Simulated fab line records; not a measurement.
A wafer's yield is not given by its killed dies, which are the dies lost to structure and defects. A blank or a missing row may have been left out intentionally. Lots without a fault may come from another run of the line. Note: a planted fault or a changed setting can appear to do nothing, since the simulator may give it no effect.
fab line records -- flow sky130
[record] lots = 24, wafers = 72, last-day = 50
route steps=708 shown CONTACT@433 METAL1@450 VIA1@481 VIA2@528 VIA3@594
lots that met no fault: taken from a fault-free run of the same line
start-h: the number of hours between the record's first day and the start of the first shown wafer of the lot -- wait-h: time in hours since the lot's previous step -- " identical to the entry in the row above -- L1.1+2: a row that stands for several wafers -- - either no value or no given start -- * or withheld: withheld -- < > ~ a bound
route shown NAME@n: NAME is a module with steps in the file, n the number in the route of the first one -- usual: average and standard deviation across the fault-free wafers -- same: alike in all rows -- chamber/n: place in a boat -- sites: per-site readings -- _std_site: the standard deviation of these -- _edge_site: inner sites' mean taken away from outer sites' mean -- radius-mm: for every site, how far away it sits from the centre of the wafer -- mask NAME#n: copy n -- behind: the last tool/chamber to shape the wafer -- hold: cause of the lot's hold/its duration in hours/its outcome -- device: the transistor (n, p or np) that didn't switch -- end of line: tests run on the same wafers once the route is complete -- a step given without rows: its recipe and nothing more -- killed: the dies lost at the first sort to structure and to defects; this is not the yield of the wafer -- map: a wafer's dies, marking killed ones x, the rest . and places with no die _
set.NAME: setting as actually run; set.NAME@STEP: the setting as run at that earlier step -- model.NAME: the simulator's own value behind a step, which no gauge read
the route's steps for a sample of lots (tables are steps, rows are wafers)
services: a tool's chamber out of use, with start hour (start-h, from the record's first day; less than 0 if before it), hours out, and reason
[[steps]]
[step SKY_CONTACT_CMP_27]
[recipe] stop-on = SiO2, t-overpolish-s = 15, down-force-psi = 3.5, platen-rpm = 60, target-thk-nm = 0, pad-velocity-m-s = 0.94248
[usual] head-pressure-psi = 3.500/0.007, motor-current-A = 11.3/0.72, overpolish-run-s = 15.000/0.0086, time-to-endpoint-s = 82/3.5
lot.wafer,tool,chamber,start-h,wait-h,head-pressure-psi,motor-current-A,overpolish-run-s,time-to-endpoint-s
L074.1,cmp-01,0,733.23,0.1,3.498,11.3,15.020,83
L074.2,cmp-01,2,733.23,0.1,3.497,12.1,14.997,83
L074.6,cmp-01,0,733.23,0.1,3.499,9.9,15.000,83
L075.4,cmp-02,0,738.06,0.0,3.506,11.2,14.990,76
L075.2,cmp-02,2,738.06,0.0,3.507,10.0,15.002,80
L075.5,cmp-02,0,738.06,0.0,3.499,11.6,14.992,73
L076.1,cmp-02,1,746.48,0.1,3.501,11.6,14.981,86
L076.6,cmp-02,1,746.48,0.1,3.506,11.2,14.988,88
L076.5,cmp-02,2,746.48,0.1,3.482,9.5,14.991,89
L077.2,cmp-02,0,754.33,0.1,3.498,11.6,15.012,79
L077.6,cmp-02,2,754.33,0.1,3.498,10.0,15.005,86
L077.5,cmp-02,3,754.33,0.1,3.495,10.2,15.012,85
L078.3,cmp-02,1,765.39,0.0,3.514,11.0,15.006,83
L078.4,cmp-02,0,765.39,0.0,3.502,11.7,15.011,71
L078.6,cmp-02,1,765.39,0.0,3.509,11.6,15.007,81
L079.2,cmp-02,2,776.01,0.0,3.506,9.8,14.992,84
L079.4,cmp-02,0,776.01,0.0,3.488,11.3,15.002,74
L079.3,cmp-02,1,776.01,0.0,3.493,10.8,14.995,85
L080.2,cmp-01,2,777.47,0.2,3.510,11.9,14.995,82
L080.6,cmp-01,3,777.47,0.2,3.495,12.5,15.007,80
L080.5,cmp-01,0,777.47,0.2,3.514,11.2,14.991,81
L081.1,cmp-01,3,792.13,0.1,3.497,11.9,15.007,85
L081.2,cmp-01,1,792.13,0.1,3.505,11.9,15.001,78
L081.6,cmp-01,3,792.13,0.1,3.503,11.9,14.999,84
L082.4,cmp-01,0,805.21,0.1,3.499,11.3,15.004,78
L082.2,cmp-01,2,805.21,0.1,3.491,11.2,15.000,82
L082.6,cmp-01,0,805.21,0.1,3.494,10.9,15.016,76
L083.4,cmp-01,0,810.16,0.0,3.504,10.9,14.997,79
L083.2,cmp-01,2,810.16,0.0,3.497,11.8,15.004,83
L083.6,cmp-01,1,810.16,0.0,3.499,11.7,14.998,82
L084.4,cmp-02,2,815.90,0.0,3.494,9.9,14.996,83
L084.2,cmp-02,0,815.90,0.0,3.507,12.0,15.004,77
L084.6,cmp-02,2,815.90,0.0,3.493,10.0,14.996,81
L085.1,cmp-01,2,820.80,0.1,3.491,12.0,15.007,80
L085.4,cmp-01,3,820.80,0.1,3.507,12.4,15.008,84
L085.5,cmp-01,2,820.80,0.1,3.490,11.7,15.002,79
L086.4,cmp-01,2,832.34,0.1,3.495,11.3,15.000,80
L086.1,cmp-01,3,832.34,0.1,3.492,11.9,14.986,86
L086.2,cmp-01,0,832.34,0.1,3.504,11.2,15.002,86
L087.3,cmp-02,1,840.03,0.1,3.513,10.7,15.016,77
L087.4,cmp-02,3,840.03,0.1,3.498,10.3,15.003,77
L087.6,cmp-02,0,840.03,0.1,3.498,11.4,15.002,70
L088.4,cmp-01,3,841.72,0.0,3.502,12.1,15.000,84
L088.1,cmp-01,0,841.72,0.0,3.505,11.1,15.005,85
L088.6,cmp-01,0,841.72,0.0,3.494,11.0,15.005,81
L089.1,cmp-01,2,856.06,0.1,3.493,11.5,14.986,80
L089.2,cmp-01,3,856.06,0.1,3.501,11.7,14.999,87
L089.4,cmp-01,0,856.06,0.1,3.509,11.0,14.991,83
L090.2,cmp-01,3,860.59,0.1,3.499,11.6,15.008,86
L090.5,cmp-01,2,860.59,0.1,3.511,11.9,15.010,81
L090.6,cmp-01,3,860.59,0.1,3.495,12.3,15.000,84
L091.4,cmp-01,1,868.45,0.2,3.506,11.3,15.013,79
L091.2,cmp-01,2,868.45,0.2,3.491,12.1,14.989,82
L091.3,cmp-01,3,868.45,0.2,3.488,11.8,15.002,87
L092.1,cmp-01,3,871.21,0.1,3.500,12.3,15.013,82
L092.3,cmp-01,0,871.21,0.1,3.495,11.2,14.997,76
L092.4,cmp-01,1,871.21,0.1,3.495,11.6,14.989,82
L094.4,cmp-01,2,891.19,0.0,3.497,12.1,14.983,85
L094.2,cmp-01,0,891.19,0.0,3.502,11.1,15.000,85
L094.6,cmp-01,3,891.19,0.0,3.511,11.9,14.990,89
L093.4,cmp-01,3,893.24,0.2,3.510,11.5,15.019,80
L093.5,cmp-01,3,893.24,0.2,3.496,11.4,15.001,89
L093.6,cmp-01,0,893.24,0.2,3.502,11.1,14.986,81
L095.3,cmp-01,3,893.99,0.0,3.503,12.2,14.999,88
L095.4,cmp-01,2,893.99,0.0,3.487,11.6,14.990,79
L095.5,cmp-01,0,893.99,0.0,3.499,11.0,15.001,84
L096.4,cmp-02,1,900.57,0.2,3.491,11.0,14.992,84
L096.5,cmp-02,1,900.57,0.2,3.493,11.3,15.012,85
L096.6,cmp-02,2,900.57,0.2,3.497,9.9,14.993,83
L097.3,cmp-01,2,906.04,0.0,3.494,11.7,14.993,84
L097.4,cmp-01,0,906.04,0.0,3.495,11.0,14.999,80
L097.5,cmp-01,2,906.04,0.0,3.507,11.5,15.008,84
[step SKY_METAL1_OVL_MEAS_16]
[usual] METAL1_OVL = -3/4.9
lot.wafer,tool,chamber,start-h,wait-h,METAL1_OVL[nm]
L074.1,overlay-01,-,760.81,0.1,-8
L074.2,overlay-01,-,760.81,0.1,0
L074.6,overlay-01,-,760.81,0.1,-6
L075.2,overlay-02,-,765.40,0.1,-1
L075.4,overlay-02,-,765.40,0.1,6
L075.5,overlay-02,-,765.40,0.1,-10
L076.1,overlay-01,-,774.19,0.1,-4
L076.5,overlay-01,-,774.19,0.1,-5
L076.6,overlay-01,-,774.19,0.1,-2
L077.2,overlay-01,-,781.27,0.1,3
L077.5,overlay-01,-,781.27,0.1,-2
L077.6,overlay-01,-,781.27,0.1,-1
L078.3,overlay-01,-,792.47,0.1,-4
L078.4,overlay-01,-,792.47,0.1,-5
L078.6,overlay-01,-,792.47,0.1,5
L079.2,overlay-02,-,802.50,0.1,-6
L079.3,overlay-02,-,802.50,0.1,-5
L079.4,overlay-02,-,802.50,0.1,2
L080.2,overlay-01,-,803.72,0.1,-1
L080.5,overlay-01,-,803.72,0.1,-3
L080.6,overlay-01,-,803.72,0.1,-3
L081.1,overlay-01,-,818.44,0.1,-4
L081.2,overlay-01,-,818.44,0.1,1
L081.6,overlay-01,-,818.44,0.1,-2
L082.2,overlay-02,-,832.72,0.1,0
L082.4,overlay-02,-,832.72,0.1,-10
L082.6,overlay-02,-,832.72,0.1,-2
L083.2,overlay-02,-,837.25,0.1,-7
L083.4,overlay-02,-,837.25,0.1,-5
L083.6,overlay-02,-,837.25,0.1,-2
L084.2,overlay-02,-,843.32,0.1,0
L084.4,overlay-02,-,843.32,0.1,-6
L084.6,overlay-02,-,843.32,0.1,1
L085.1,overlay-01,-,847.01,0.1,0
L085.4,overlay-01,-,847.01,0.1,-12
L085.5,overlay-01,-,847.01,0.1,-9
L086.1,overlay-01,-,859.31,0.1,-10
L086.2,overlay-01,-,859.31,0.1,-4
L086.4,overlay-01,-,859.31,0.1,-3
L087.3,overlay-02,-,867.12,0.1,-5
L087.4,overlay-02,-,867.12,0.1,-3
L087.6,overlay-02,-,867.12,0.1,-5
L088.1,overlay-02,-,868.61,0.1,0
L088.4,overlay-02,-,868.61,0.1,5
L088.6,overlay-02,-,868.61,0.1,-1
L089.1,overlay-01,-,882.34,0.1,-2
L089.2,overlay-01,-,882.34,0.1,-4
L089.4,overlay-01,-,882.34,0.1,-7
L090.2,overlay-02,-,887.05,0.1,6
L090.5,overlay-02,-,887.05,0.1,5
L090.6,overlay-02,-,887.05,0.1,-1
L091.2,overlay-02,-,894.77,0.1,-10
L091.3,overlay-02,-,894.77,0.1,2
L091.4,overlay-02,-,894.77,0.1,-3
L092.1,overlay-01,-,897.51,0.1,-16
L092.3,overlay-01,-,897.51,0.1,-9
L092.4,overlay-01,-,897.51,0.1,-2
L094.2,overlay-01,-,917.25,0.1,3
L094.4,overlay-01,-,917.25,0.1,2
L094.6,overlay-01,-,917.25,0.1,10
L093.4,overlay-02,-,919.73,0.1,-5
L093.5,overlay-02,-,919.73,0.1,-13
L093.6,overlay-02,-,919.73,0.1,-7
L095.3,overlay-02,-,920.09,0.1,1
L095.4,overlay-02,-,920.09,0.1,-1
L095.5,overlay-02,-,920.09,0.1,4
L096.4,overlay-01,-,926.53,0.1,-10
L096.5,overlay-01,-,926.53,0.1,-4
L096.6,overlay-01,-,926.53,0.1,-3
L097.3,overlay-02,-,931.52,0.1,-9
L097.4,overlay-02,-,931.52,0.1,-14
L097.5,overlay-02,-,931.52,0.1,-10
[step SKY_VIA1_THK_MEAS_23]
[recipe] thk-meas-gauge = xrf, reads = W_of_VIA1_CVD_21
[usual] VIA1_W_THK = 273/3.9
lot.wafer,tool,chamber,start-h,wait-h,VIA1_W_THK[nm]
L074.1,film-metro-03,-,789.83,0.1,269
L074.2,film-metro-03,-,789.83,0.1,271
L074.6,film-metro-03,-,789.83,0.1,271
L075.2,film-metro-03,-,794.34,0.1,276
L075.4,film-metro-03,-,794.34,0.1,268
L075.5,film-metro-03,-,794.34,0.1,273
L076.1,film-metro-01,-,802.76,0.1,270
L076.5,film-metro-01,-,802.76,0.1,270
L076.6,film-metro-01,-,802.76,0.1,271
L077.2,film-metro-01,-,810.72,0.1,268
L077.5,film-metro-01,-,810.72,0.1,275
L077.6,film-metro-01,-,810.72,0.1,272
L078.3,film-metro-03,-,821.10,0.1,272
L078.4,film-metro-03,-,821.10,0.1,272
L078.6,film-metro-03,-,821.10,0.1,269
L079.2,film-metro-02,-,831.99,0.1,276
L079.3,film-metro-02,-,831.99,0.1,274
L079.4,film-metro-02,-,831.99,0.1,272
L080.2,film-metro-03,-,832.91,0.1,271
L080.5,film-metro-03,-,832.91,0.1,270
L080.6,film-metro-03,-,832.91,0.1,271
L081.1,film-metro-03,-,847.04,0.1,267
L081.2,film-metro-03,-,847.04,0.1,265
L081.6,film-metro-03,-,847.04,0.1,267
L082.2,film-metro-03,-,860.96,0.1,273
L082.4,film-metro-03,-,860.96,0.1,271
L082.6,film-metro-03,-,860.96,0.1,272
L083.2,film-metro-02,-,865.01,0.1,275
L083.4,film-metro-02,-,865.01,0.1,270
L083.6,film-metro-02,-,865.01,0.1,273
L084.2,film-metro-01,-,872.26,0.1,268
L084.4,film-metro-01,-,872.26,0.1,272
L084.6,film-metro-01,-,872.26,0.1,269
L085.1,film-metro-02,-,875.75,0.1,275
L085.4,film-metro-02,-,875.75,0.1,273
L085.5,film-metro-02,-,875.75,0.1,274
L086.1,film-metro-02,-,887.25,0.1,272
L086.2,film-metro-02,-,887.25,0.1,276
L086.4,film-metro-02,-,887.25,0.1,273
L087.3,film-metro-01,-,895.38,0.1,273
L087.4,film-metro-01,-,895.38,0.1,272
L087.6,film-metro-01,-,895.38,0.1,274
L088.1,film-metro-03,-,896.79,0.1,271
L088.4,film-metro-03,-,896.79,0.1,270
L088.6,film-metro-03,-,896.79,0.1,269
L089.1,film-metro-01,-,910.43,0.1,274
L089.2,film-metro-01,-,910.43,0.1,270
L089.4,film-metro-01,-,910.43,0.1,280
L090.2,film-metro-02,-,915.07,0.1,269
L090.5,film-metro-02,-,915.07,0.1,274
L090.6,film-metro-02,-,915.07,0.1,274
L091.2,film-metro-01,-,922.80,0.1,273
L091.3,film-metro-01,-,922.80,0.1,272
L091.4,film-metro-01,-,922.80,0.1,273
L092.1,film-metro-01,-,924.60,0.1,272
L092.3,film-metro-01,-,924.60,0.1,276
L092.4,film-metro-01,-,924.60,0.1,279
L094.2,film-metro-02,-,944.02,0.1,277
L094.4,film-metro-02,-,944.02,0.1,274
L094.6,film-metro-02,-,944.02,0.1,280
L093.4,film-metro-02,-,946.98,0.1,286
L093.5,film-metro-02,-,946.98,0.1,279
L093.6,film-metro-02,-,946.98,0.1,286
L095.3,film-metro-03,-,947.74,0.1,275
L095.4,film-metro-03,-,947.74,0.1,273
L095.5,film-metro-03,-,947.74,0.1,280
L096.4,film-metro-01,-,952.68,0.1,272
L096.5,film-metro-01,-,952.68,0.1,274
L096.6,film-metro-01,-,952.68,0.1,274
L097.3,film-metro-03,-,958.57,0.1,271
L097.4,film-metro-03,-,958.57,0.1,272
L097.5,film-metro-03,-,958.57,0.1,274
[step SKY_VIA2_CVD_21]
[recipe] material = W, target-thk-nm = 420, time-s = 126.4, temp-c = 400, pressure-torr = 40
[usual] heater-power-w = 863/29
lot.wafer,tool,chamber,start-h,wait-h,heater-power-w
L074.1,cvd-w-01,1,845.96,0.0,867
L074.2,cvd-w-01,0,845.96,0.0,872
L074.6,cvd-w-01,1,845.96,0.0,868
L075.2,cvd-w-01,0,850.44,0.0,862
L075.4,cvd-w-01,0,850.44,0.0,870
L075.5,cvd-w-01,0,850.44,0.0,855
L076.1,cvd-w-02,1,859.46,0.0,850
L076.5,cvd-w-02,0,859.46,0.0,948
L076.6,cvd-w-02,1,859.46,0.0,849
L077.2,cvd-w-01,0,865.88,0.0,870
L077.5,cvd-w-01,0,865.88,0.0,864
L077.6,cvd-w-01,1,865.88,0.0,896
L078.3,cvd-w-01,0,875.80,0.1,871
L078.4,cvd-w-01,1,875.80,0.1,854
L078.6,cvd-w-01,0,875.80,0.1,882
L079.2,cvd-w-01,0,886.73,0.0,875
L079.3,cvd-w-01,1,886.73,0.0,878
L079.4,cvd-w-01,0,886.73,0.0,857
L080.2,cvd-w-01,1,888.88,0.0,847
L080.5,cvd-w-01,0,888.88,0.0,883
L080.6,cvd-w-01,1,888.88,0.0,879
L081.1,cvd-w-02,0,901.56,0.0,961
L081.2,cvd-w-02,1,901.56,0.0,841
L081.6,cvd-w-02,1,901.56,0.0,855
L082.2,cvd-w-01,1,916.06,0.0,858
L082.4,cvd-w-01,1,916.06,0.0,881
L082.6,cvd-w-01,0,916.06,0.0,863
L083.2,cvd-w-02,0,919.33,0.0,859
L083.4,cvd-w-02,1,919.33,0.0,801
L083.6,cvd-w-02,0,919.33,0.0,856
L084.2,cvd-w-01,1,926.49,0.0,855
L084.4,cvd-w-01,1,926.49,0.0,863
L084.6,cvd-w-01,1,926.49,0.0,862
L085.1,cvd-w-01,1,929.24,0.0,825
L085.4,cvd-w-01,0,929.24,0.0,854
L085.5,cvd-w-01,0,929.24,0.0,842
L086.1,cvd-w-02,1,940.52,0.0,776
L086.2,cvd-w-02,0,940.52,0.0,850
L086.4,cvd-w-02,1,940.52,0.0,796
L087.3,cvd-w-01,1,947.22,0.1,869
L087.4,cvd-w-01,0,947.22,0.1,844
L087.6,cvd-w-01,1,947.22,0.1,859
L088.1,cvd-w-01,0,949.24,0.0,880
L088.4,cvd-w-01,1,949.24,0.0,860
L088.6,cvd-w-01,1,949.24,0.0,856
L089.1,cvd-w-01,0,962.06,0.0,859
L089.2,cvd-w-01,1,962.06,0.0,835
L089.4,cvd-w-01,1,962.06,0.0,883
L090.2,cvd-w-01,0,966.54,0.0,877
L090.5,cvd-w-01,0,966.54,0.0,875
L090.6,cvd-w-01,1,966.54,0.0,868
L091.2,cvd-w-01,1,974.03,0.0,886
L091.3,cvd-w-01,1,974.03,0.0,854
L091.4,cvd-w-01,0,974.03,0.0,859
L092.1,cvd-w-01,0,977.14,0.0,875
L092.3,cvd-w-01,1,977.14,0.0,882
L092.4,cvd-w-01,0,977.14,0.0,890
L094.2,cvd-w-01,0,994.64,0.0,883
L094.4,cvd-w-01,1,994.64,0.0,866
L094.6,cvd-w-01,0,994.64,0.0,883
L093.4,cvd-w-01,0,997.02,0.1,876
L093.5,cvd-w-01,1,997.02,0.1,874
L093.6,cvd-w-01,0,997.02,0.1,876
L095.3,cvd-w-01,1,998.32,0.1,859
L095.4,cvd-w-01,0,998.32,0.1,891
L095.5,cvd-w-01,1,998.32,0.1,859
L096.4,cvd-w-02,1,1003.84,0.1,837
L096.5,cvd-w-02,0,1003.84,0.1,858
L096.6,cvd-w-02,1,1003.84,0.1,817
L097.3,cvd-w-02,1,1009.31,0.1,797
L097.4,cvd-w-02,0,1009.31,0.1,865
L097.5,cvd-w-02,1,1009.31,0.1,777
[step SKY_VIA2_THK_MEAS_23]
[recipe] thk-meas-gauge = xrf, reads = W_of_VIA2_CVD_21
[usual] VIA2_W_THK = 422/7
lot.wafer,tool,chamber,start-h,wait-h,VIA2_W_THK[nm]
L074.1,film-metro-04,-,846.21,0.1,423
L074.2,film-metro-04,-,846.21,0.1,431
L074.6,film-metro-04,-,846.21,0.1,417
L075.2,film-metro-01,-,850.70,0.1,434
L075.4,film-metro-01,-,850.70,0.1,433
L075.5,film-metro-01,-,850.70,0.1,426
L076.1,film-metro-04,-,859.71,0.1,422
L076.5,film-metro-04,-,859.71,0.1,423
L076.6,film-metro-04,-,859.71,0.1,422
L077.2,film-metro-03,-,866.14,0.1,427
L077.5,film-metro-03,-,866.14,0.1,427
L077.6,film-metro-03,-,866.14,0.1,415
L078.3,film-metro-01,-,876.03,0.1,424
L078.4,film-metro-01,-,876.03,0.1,416
L078.6,film-metro-01,-,876.03,0.1,422
L079.2,film-metro-03,-,886.99,0.1,415
L079.3,film-metro-03,-,886.99,0.1,411
L079.4,film-metro-03,-,886.99,0.1,418
L080.2,film-metro-03,-,889.14,0.1,416
L080.5,film-metro-03,-,889.14,0.1,428
L080.6,film-metro-03,-,889.14,0.1,417
L081.1,film-metro-03,-,901.81,0.1,419
L081.2,film-metro-03,-,901.81,0.1,420
L081.6,film-metro-03,-,901.81,0.1,417
L082.2,film-metro-04,-,916.32,0.1,416
L082.4,film-metro-04,-,916.32,0.1,414
L082.6,film-metro-04,-,916.32,0.1,428
L083.2,film-metro-03,-,919.59,0.1,431
L083.4,film-metro-03,-,919.59,0.1,430
L083.6,film-metro-03,-,919.59,0.1,433
L084.2,film-metro-03,-,926.75,0.1,417
L084.4,film-metro-03,-,926.75,0.1,417
L084.6,film-metro-03,-,926.75,0.1,421
L085.1,film-metro-04,-,929.49,0.1,422
L085.4,film-metro-04,-,929.49,0.1,431
L085.5,film-metro-04,-,929.49,0.1,433
L086.1,film-metro-04,-,940.77,0.1,434
L086.2,film-metro-04,-,940.77,0.1,434
L086.4,film-metro-04,-,940.77,0.1,433
L087.3,film-metro-01,-,947.45,0.1,414
L087.4,film-metro-01,-,947.45,0.1,423
L087.6,film-metro-01,-,947.45,0.1,417
L088.1,film-metro-04,-,949.49,0.1,435
L088.4,film-metro-04,-,949.49,0.1,422
L088.6,film-metro-04,-,949.49,0.1,425
L089.1,film-metro-04,-,962.32,0.1,424
L089.2,film-metro-04,-,962.32,0.1,417
L089.4,film-metro-04,-,962.32,0.1,417
L090.2,film-metro-04,-,966.80,0.1,422
L090.5,film-metro-04,-,966.80,0.1,418
L090.6,film-metro-04,-,966.80,0.1,411
L091.2,film-metro-03,-,974.29,0.1,416
L091.3,film-metro-03,-,974.29,0.1,414
L091.4,film-metro-03,-,974.29,0.1,421
L092.1,film-metro-03,-,977.39,0.1,414
L092.3,film-metro-03,-,977.39,0.1,407
L092.4,film-metro-03,-,977.39,0.1,415
L094.2,film-metro-04,-,994.90,0.1,420
L094.4,film-metro-04,-,994.90,0.1,417
L094.6,film-metro-04,-,994.90,0.1,422
L093.4,film-metro-01,-,997.26,0.1,430
L093.5,film-metro-01,-,997.26,0.1,428
L093.6,film-metro-01,-,997.26,0.1,435
L095.3,film-metro-03,-,998.55,0.1,415
L095.4,film-metro-03,-,998.55,0.1,424
L095.5,film-metro-03,-,998.55,0.1,415
L096.4,film-metro-01,-,1004.08,0.1,419
L096.5,film-metro-01,-,1004.08,0.1,422
L096.6,film-metro-01,-,1004.08,0.1,416
L097.3,film-metro-04,-,1009.54,0.1,412
L097.4,film-metro-04,-,1009.54,0.1,425
L097.5,film-metro-04,-,1009.54,0.1,413
[step SKY_VIA3_CVD_21]
[recipe] material = W, target-thk-nm = 390, time-s = 117.31, temp-c = 400, pressure-torr = 40
[usual] heater-power-w = 861/24
lot.wafer,tool,chamber,start-h,wait-h,heater-power-w
L074.1,cvd-w-01,1,926.84,0.0,824
L074.2,cvd-w-01,0,926.84,0.0,871
L074.6,cvd-w-01,0,926.84,0.0,872
L075.2,cvd-w-01,0,930.25,0.0,877
L075.4,cvd-w-01,0,930.25,0.0,853
L075.5,cvd-w-01,1,930.25,0.0,873
L076.1,cvd-w-01,1,938.74,0.0,858
L076.5,cvd-w-01,1,938.74,0.0,879
L076.6,cvd-w-01,0,938.74,0.0,865
L077.2,cvd-w-02,0,945.47,0.0,865
L077.5,cvd-w-02,1,945.47,0.0,815
L077.6,cvd-w-02,0,945.47,0.0,840
L078.3,cvd-w-01,1,953.99,0.1,883
L078.4,cvd-w-01,0,953.99,0.1,883
L078.6,cvd-w-01,1,953.99,0.1,857
L079.2,cvd-w-01,0,964.77,0.0,870
L079.3,cvd-w-01,1,964.77,0.0,863
L079.4,cvd-w-01,0,964.77,0.0,889
L080.2,cvd-w-01,1,968.20,0.0,860
L080.5,cvd-w-01,0,968.20,0.0,898
L080.6,cvd-w-01,1,968.20,0.0,860
L081.1,cvd-w-01,0,978.99,0.0,880
L081.2,cvd-w-01,1,978.99,0.0,883
L081.6,cvd-w-01,1,978.99,0.0,846
L082.2,cvd-w-02,0,991.42,0.0,883
L082.4,cvd-w-02,1,991.42,0.0,820
L082.6,cvd-w-02,0,991.42,0.0,866
L083.2,cvd-w-02,0,996.35,0.0,850
L083.4,cvd-w-02,0,996.35,0.0,872
L083.6,cvd-w-02,0,996.35,0.0,834
L084.2,cvd-w-01,1,1000.42,0.0,876
L084.4,cvd-w-01,0,1000.42,0.0,870
L084.6,cvd-w-01,0,1000.42,0.0,873
L085.1,cvd-w-01,1,1004.01,0.0,858
L085.4,cvd-w-01,1,1004.01,0.0,902
L085.5,cvd-w-01,0,1004.01,0.0,856
L086.1,cvd-w-01,1,1015.20,0.0,873
L086.2,cvd-w-01,0,1015.20,0.0,876
L086.4,cvd-w-01,0,1015.20,0.0,881
L087.3,cvd-w-02,0,1022.08,0.1,845
L087.4,cvd-w-02,1,1022.08,0.1,805
L087.6,cvd-w-02,1,1022.08,0.1,818
L088.1,cvd-w-01,0,1024.60,0.0,878
L088.4,cvd-w-01,1,1024.60,0.0,826
L088.6,cvd-w-01,0,1024.60,0.0,884
L089.1,cvd-w-01,0,1035.42,0.0,868
L089.2,cvd-w-01,1,1035.42,0.0,883
L089.4,cvd-w-01,1,1035.42,0.0,866
L090.2,cvd-w-01,0,1038.97,0.0,864
L090.5,cvd-w-01,0,1038.97,0.0,867
L090.6,cvd-w-01,1,1038.97,0.0,884
L091.2,cvd-w-01,1,1046.35,0.0,864
L091.3,cvd-w-01,0,1046.35,0.0,860
L091.4,cvd-w-01,1,1046.35,0.0,880
L092.1,cvd-w-01,0,1049.23,0.0,872
L092.3,cvd-w-01,0,1049.23,0.0,884
L092.4,cvd-w-01,1,1049.23,0.0,889
L094.2,cvd-w-01,1,1066.73,0.0,883
L094.4,cvd-w-01,0,1066.73,0.0,877
L094.6,cvd-w-01,0,1066.73,0.0,902
L093.4,cvd-w-01,1,1068.25,0.1,865
L093.5,cvd-w-01,0,1068.25,0.1,877
L093.6,cvd-w-01,1,1068.25,0.1,873
L095.3,cvd-w-02,0,1069.13,0.1,854
L095.4,cvd-w-02,1,1069.13,0.1,823
L095.5,cvd-w-02,1,1069.13,0.1,808
L096.4,cvd-w-01,0,1074.70,0.1,866
L096.5,cvd-w-01,0,1074.70,0.1,859
L096.6,cvd-w-01,1,1074.70,0.1,858
L097.3,cvd-w-02,1,1078.65,0.1,796
L097.4,cvd-w-02,0,1078.65,0.1,851
L097.5,cvd-w-02,1,1078.65,0.1,825
[[services]]
tool,chamber,start-h,hours,kind
cmp-02,-,718.11,6.6,pm
cmp-02,-,724.92,0.4,repair
cmp-01,-,744.09,4.0,pm
cvd-w-01,-,746.86,1.0,repair
cmp-01,-,756.82,1.8,repair
cmp-01,-,765.95,2.9,repair
cmp-02,-,771.56,2.4,repair
cvd-w-01,-,801.40,28.1,pm
cmp-01,-,834.45,0.3,repair
cmp-01,-,844.01,0.3,repair
cmp-02,-,853.19,1.0,repair
cmp-02,-,864.23,18.3,repair
cvd-w-02,-,878.77,0.7,repair
cmp-01,-,882.46,1.7,repair
cmp-01,-,883.39,2.1,repair
cmp-01,-,896.32,4.9,pm
cvd-w-02,-,904.00,14.0,pm
cvd-w-02,0,915.45,2.0,repair
cvd-w-01,0,921.17,4.2,repair
cvd-w-02,-,924.56,6.0,pm
cvd-w-02,-,940.65,3.8,pm
cvd-w-01,-,1011.96,0.8,repair
cmp-01,-,1064.36,2.2,repair
cmp-01,-,1078.68,1.3,repair
[[key]]
fault none
